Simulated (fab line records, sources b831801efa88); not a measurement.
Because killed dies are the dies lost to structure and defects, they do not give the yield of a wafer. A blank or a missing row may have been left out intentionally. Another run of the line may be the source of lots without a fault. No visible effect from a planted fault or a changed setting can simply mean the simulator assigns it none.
Comparing a struck lot with a sound one    flow gf180mcu    22 steps out of a route of 602
Sound: these wafers, L767.2, L767.3, L767.5. Wafers L780.4, L780.5, L780.6 were the ones struck. At the end, the cause is stated.
For every step that has rows: the tool of each side, followed by ch and its chambers, followed by its first start. Under that, the readings that differ: sound wafers    struck wafers    difference of the means    sigmas: that difference in standard deviations of wafers without a fault.
alike: a reading whose means differ by less than 2 such deviations, as well as words and numbers matching on both sides. not compared: withheld readings; readings where some wafer has no value; bounds like >300 that might hide an equal value; numbers whose values overlap and for which the record gives no deviation.
A row with sigmas, a row that says differs or no value, or rows on one side alone: a step with any of these is where the two part. Non-overlapping numbers with no deviation appear without sigmas and do not part them. A reading that every wafer of one side lacks parts them only if that side has two wafers or more.

GF_V1_RS_MEAS_24: uses a four-point probe to measure.
  sound on film_metro-02 at day 20 00:52; struck on film_metro-01 at day 24 14:45
  alike: V1_W_RS
GF_V1_THK_MEAS_25: measures by xrf.
  sound on film_metro-02 at day 20 00:59; struck on film_metro-01 at day 24 14:50
  alike: V1_W_THK
GF_V1_CMP_26: polishes, stops on SiO2, t overpolish 15 s, target thk 0 nm.
  sound on cmp-02 ch 2,3, day 20 01:02; struck on cmp-01 ch 0,3, day 24 14:55
  alike: motor_current_A, overpolish_run_s, time_to_endpoint_s
GF_M2_SPUTTER_00: material Ti, target thk 37.5 nm, time 150 s.
  sound on pvd_sputter-03 at day 20 01:20; struck on pvd_sputter-02 at day 24 15:10
  alike: substrate_temp_c, throttle_valve_pct
then, 1 step without rows for these wafers: GF_M2_SPUTTER_01 (material TiN, target thk 30 nm, time 25 s).
GF_M2_SPUTTER_02: material AlCu, target thk 450 nm, time 23.9 s.
  sound on pvd_sputter-03 at day 20 01:29; struck on pvd_sputter-02 at day 24 15:18
  alike: throttle_valve_pct
GF_M2_SPUTTER_03: material Ti, target thk 10 nm, time 6.7 s.
  sound on pvd_sputter-03 at day 20 01:31; struck on pvd_sputter-02 at day 24 15:20
  alike: substrate_temp_c, throttle_valve_pct
GF_M2_SPUTTER_04: material TiN, target thk 50 nm, time 41.7 s.
  sound on pvd_sputter-03 at day 20 01:32; struck on pvd_sputter-02 at day 24 15:21
  alike: throttle_valve_pct
GF_M2_RS_MEAS_05: uses a four-point probe to measure.
  sound on film_metro-01 at day 20 01:36; struck on film_metro-01 at day 24 15:27
  alike: M2_ALCU_RS
GF_M2_THK_MEAS_06: measures by xrf.
  sound on film_metro-01 at day 20 01:43; struck on film_metro-01 at day 24 15:32
  alike: M2_ALCU_THK
then, 2 steps without rows for these wafers: GF_M2_DEHYDRATE_07 (time 60 s); GF_M2_HMDS_08 (prime time 60 s).
GF_M2_COAT_09: resist thk 1000 nm.
  sound on litho_track-03 ch 0, day 20 12:23; struck on litho_track-04 ch 0, day 25 03:07
reading                              sound           struck          difference  sigmas
model.KrF_of_M2_COAT_09.thk_nm (nm)  1005 1000 1004  1055 1054 1055  +52         
then, 4 steps without rows for these wafers: GF_M2_SOFTBAKE_10 (time 60 s); GF_M2_EXPOSE_11 (exposes mask Metal2, target cd 280 nm); GF_M2_PEB_12 (peb time 90 s); GF_M2_DEVELOP_13 (develop time 60 s).
GF_M2_CD_MEAS_14: target cd 280 nm.
  sound on cd_sem-01 at day 21 01:32; struck on cd_sem-01 at day 25 13:49
reading     sound              struck             difference  sigmas
cd_nm (nm)  279.3 279.0 279.1  282.6 283.6 282.7  +3.8        +3
GF_M2_OVL_MEAS_15:
  sound on overlay-02 at day 21 01:38; struck on overlay-02 at day 25 13:53
  alike: M2_OVL
GF_M2_METAL_ETCH_16: etches the open film in Cl2/BCl3, stops on SiO2, target depth 750.8 nm, time 125.1 s.
  sound on rie_metal-03 ch 0,1, day 21 01:40; struck on rie_metal-03 ch 0,1, day 25 13:57
reading                              sound            struck             difference  sigmas
model.KrF_of_M2_COAT_09.thk_nm (nm)  693.2 678.6 691  732.3 731.4 739.2  +46.7       
  alike: drypump_motor_current_A, oes_product_au, throttle_valve_pct
  not compared: rf_hours_counter_h
GF_M2_STRIP_17: strips in O2/N2.
  sound on plasma_asher-04 ch 0,1, day 21 01:47; struck on plasma_asher-04 ch 0,1, day 25 14:04
reading                       sound              struck             difference  sigmas
oes_product_au (a.u.)         0.541 0.537 0.552  0.557 0.560 0.555  +0.014      +3
strip_time_to_endpoint_s (s)  7.46 7.32 7.45     7.85 7.85 7.92     +0.46       +7
  alike: drypump_motor_current_A, heater_power_w, n2_flow_sccm
  not compared: rf_hours_counter_h
then, 1 step without rows for these wafers: GF_M2_STRIP_18 (strips in post etch residue remover, time 1200 s).

WHERE THEY PART
First at GF_M2_CD_MEAS_14; last, within this record, at GF_M2_STRIP_17.

WHY: what the simulator had put in
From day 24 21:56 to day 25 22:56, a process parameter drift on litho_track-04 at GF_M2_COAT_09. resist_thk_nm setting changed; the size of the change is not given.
